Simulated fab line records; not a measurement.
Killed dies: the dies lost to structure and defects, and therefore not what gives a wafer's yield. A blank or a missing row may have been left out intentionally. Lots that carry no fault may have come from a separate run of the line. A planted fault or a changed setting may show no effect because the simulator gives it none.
Problem report in the 8D (eight disciplines) form, filled by code ; flow gf180mcu ; the parts of the form that need people (team, actions taken, sign-off) are left out

## 1. THE PROBLEM
At GF_M1_CD_MEAS_14, cd_nm averages 240.2 nm over 6 wafers from 2 lots, while fault-free wafers read 229.9 nm, standard deviation 1.3. That puts it +7.9 standard deviations away from the usual mean.
The step: target cd 230 nm.
The first sign was on wafer L932.1 at day 21 05:23, on cd_sem-02. The record holds 33 wafers of 11 lots with a number at this step. The rule behind "out" and "out of limits": a value lying over 4 standard deviations away from the usual mean. The other wafers with a number count as sound.

## 2. WHAT IT IS AND WHAT IT IS NOT
question;is;is not
which readings at this step;cd_nm;-
which lots;L932, L934;L924, L929, L936, L938, L941, L942, L943, L944, L945
which wafers of those lots;all that have a number;-
read on which gauges;cd_sem-01, cd_sem-02;-
when;from day 21 05:23;"up to then (6 sound wafers); but 21 sound wafers of L936, L938, L941, L942, L943, L944, L945 came after"

## 3. WHAT RULES OUT EACH SUSPECT
Counting: a tool at a process step up to the reading stays a suspect if it ran every lot that is out and no sound lot after the first of them.
- the gauge at GF_M1_CD_MEAS_14 has been ruled out. Those wafers that are out were read across 2 gauges (cd_sem-01, cd_sem-02).
- pvd_sputter-03 at GF_CONTACT_SPUTTER_23 (material TiN, target thk 10 nm, time 40 s): ruled out as a lasting fault. The sound lots L938, L942, L944 went through it after L932, its earliest lot that is out (day 20 04:26).
- litho_track-02 at GF_M1_COAT_09 (resist thk 1000 nm): ruled out as a lasting fault. The sound lots L941, L942 went through it after L932, its earliest lot that is out (day 20 17:05).
Left after counting: nothing in the record.

## 4. THE CAUSE (what the simulator had put in)
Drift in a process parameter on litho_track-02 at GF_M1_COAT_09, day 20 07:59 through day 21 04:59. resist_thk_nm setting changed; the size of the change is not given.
It was ruled out by counting, in error; the rule expects a fault to strike all lots run on its tool from its start on, and this fault did not.

## 5. THE CHAIN OF EFFECTS, in route order
Each row: a reading where the mean over the struck wafers with a number is more than 3 standard deviations away from the usual. Scope: only readings with a usual standard deviation given in the record; hours: median across lots of the time from each lot's start at the first step in this table that gives one to its start at this step; sigmas: change in usual standard deviations.
hours;step;reading;usual;on struck wafers;change;sigmas
0;GF_M1_CD_MEAS_14;cd_nm;229.9 nm;240.2;+10.3;+7.9
4;GF_M1_STRIP_17;oes_product_au;0.559 a.u.;0.673;+0.114;+24
4;GF_M1_STRIP_17;strip_time_to_endpoint_s;7.90 s;10.73;+2.83;+66
Process steps it contains:
- GF_M1_STRIP_17: strips in O2/N2.

## 6. HOW IT WOULD HAVE BEEN CAUGHT EARLIER
The first out-of-limits reading at a measuring or inspecting step in this record came at day 21 05:23, 21 hours after the fault's start at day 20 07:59.
Tool readings at GF_M1_COAT_09 with a usual standard deviation given in the record: none out on any struck wafer, hence no alarm at a limit of 4 standard deviations on them.
